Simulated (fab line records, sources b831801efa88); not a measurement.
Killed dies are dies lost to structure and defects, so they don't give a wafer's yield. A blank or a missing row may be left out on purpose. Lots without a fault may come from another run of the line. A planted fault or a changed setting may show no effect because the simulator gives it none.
Chamber matching | flow sfq_line | SFQ_TRILAYER_C5_ETCH_VIA_ETCH_154 on rie_diel-01: 4 sister chambers
The step etches SiO2 in CHF3, stops on Nb, target depth 84 nm. 4 wafers are shown with their chamber, then 8 later ones without.

WAFERS WITH THEIR CHAMBER
wafer  | chamber | drypump_motor_current_A (A)
L087.1 | 0       | 6.6
L087.2 | 2       | 5.1
L087.3 | 1       | 4.8
L087.4 | 3       | 4.8

WAFERS WITHOUT THEIR CHAMBER
wafer  | drypump_motor_current_A (A)
L087.5 | 5.1
L087.6 | 4.8
L089.1 | 4.8
L089.2 | 6.6
L089.3 | 4.8
L089.4 | 5.1
L089.5 | 5.1
L089.6 | 4.9

WHICH CHAMBER EACH WENT THROUGH
wafer  | from the rows above     | in truth
L087.5 | 2                       | 2
L087.6 | can't be placed: 1 or 3 | 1
L089.1 | can't be placed: 1 or 3 | 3
L089.2 | 0                       | 0
L089.3 | can't be placed: 1 or 3 | 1
L089.4 | 2                       | 2
L089.5 | 2                       | 2
L089.6 | can't be placed: 1 or 3 | 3
Placed correctly: 4 of 8. Can't be placed from these rows: 4 (the true chamber is among the candidates in 4). Placed wrongly: 0.
How it was worked out, from the rows above alone: a wafer's distance from a chamber is the root of the sum, over the readings, of the square of ((its reading less the chamber's mean) divided by the reading's scatter). The wafer belongs to the nearest chamber; if the next one is less than 2 further off, it can't be placed. A chamber's mean is the mean of its shown wafers. The scatter: with one shown wafer a chamber, the root of the mean of the squares of how far each hidden wafer lies from its nearest shown one.
